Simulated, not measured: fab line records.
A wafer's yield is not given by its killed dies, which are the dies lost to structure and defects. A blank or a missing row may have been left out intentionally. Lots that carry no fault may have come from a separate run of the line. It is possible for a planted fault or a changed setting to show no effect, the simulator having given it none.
Struck lot and sound lot, side by side + flow gf180mcu + 31 out of 602 route steps
Sound: the wafers L967.2, L967.3, L967.6. The struck wafers were L980.1, L980.2, L980.5. The cause comes at the end.
Each step with rows lists, per side, the tool, then ch with its chambers, then its first start. Under that, the readings that differ: sound wafers + struck wafers + difference of the means + sigmas: that difference in standard deviations of wafers without a fault.
alike: same words and numbers on both sides, and readings whose means sit less than 2 such deviations apart. not compared: any withheld reading, any reading some wafer has no value for, any bound like >300 that may hide the same value, and any number with overlapping values for which the record gives no deviation.
The two part at a step that has a row with sigmas, a row that says differs or no value, or rows on one side only. When numbers do not overlap yet have no deviation, they are printed without sigmas and do not part them. A reading that every wafer of one side lacks parts them only if that side has two wafers or more.

first, 8 steps without rows for these wafers: GF_HV_LDD_SOFTBAKE_42 (time 60 s); GF_HV_LDD_EXPOSE_43 (exposes mask Pplus HV AREA, target cd 400 nm); GF_HV_LDD_PEB_44; GF_HV_LDD_DEVELOP_45 (develop time 60 s); GF_HV_LDD_IMPLANT_48; GF_HV_LDD_STRIP_49 (strips in O2/N2); GF_HV_LDD_CLEAN_51 (cleans in SC1/SC2, time 150 s); GF_HV_LDD_RTA_52 (time 10 s).
GF_HV_LDD_CVD_54: deposits SiO2 from TEOS, target thk 10 nm, time 75 s.
  sound on lpcvd-01 ch 1, day 12 21:04; struck on lpcvd-02 ch 0, day 17 06:29
  alike: pressure-mtorr, spike-tc-lower-C, spike-tc-top-C, spike-tc-upper-C, zone-power-lower-pct
then, 21 steps without rows for these wafers: GF_HV_LDD_CVD_56 (deposits Si3N4 from DCS/NH3, target thk 90 nm, time 1543 s); GF_HV_LDD_ETCHBACK_58 (etches Si3N4 in CH3F/O2, stops on SiO2, time 100 s, target depth 90 nm); GF_NSD_DEHYDRATE_00 (time 60 s); GF_NSD_HMDS_01 (prime time 60 s); GF_NSD_COAT_02 (resist thk 1000 nm); GF_NSD_SOFTBAKE_03 (time 60 s); GF_NSD_EXPOSE_04 (exposes mask Nplus, target cd 400 nm); GF_NSD_PEB_05; GF_NSD_DEVELOP_06 (develop time 60 s); GF_NSD_IMPLANT_09; GF_NSD_IMPLANT_10; GF_NSD_STRIP_11 (strips in O2/N2); GF_PSD_DEHYDRATE_00 (time 60 s); GF_PSD_HMDS_01 (prime time 60 s); GF_PSD_COAT_02 (resist thk 1000 nm); GF_PSD_SOFTBAKE_03 (time 60 s); GF_PSD_EXPOSE_04 (exposes mask Pplus, target cd 400 nm); GF_PSD_PEB_05; GF_PSD_DEVELOP_06 (develop time 60 s); GF_PSD_IMPLANT_09; GF_PSD_STRIP_10 (strips in O2/N2).
-- the record jumps here: 16 days lie between the struck wafers' starts before and after (it left off in module PSD and takes up again in module PASSIVATION, whose first step shown is number 602 of the route) --
GF_PASSIVATION_PROBE_99:
  only the struck wafers here have rows in the record (prober-01, day 33 04:17); the sound ones have none

## WHERE THEY PART
Only at GF_PASSIVATION_PROBE_99, as far as this record shows.

WHY: what had been put in by the simulator
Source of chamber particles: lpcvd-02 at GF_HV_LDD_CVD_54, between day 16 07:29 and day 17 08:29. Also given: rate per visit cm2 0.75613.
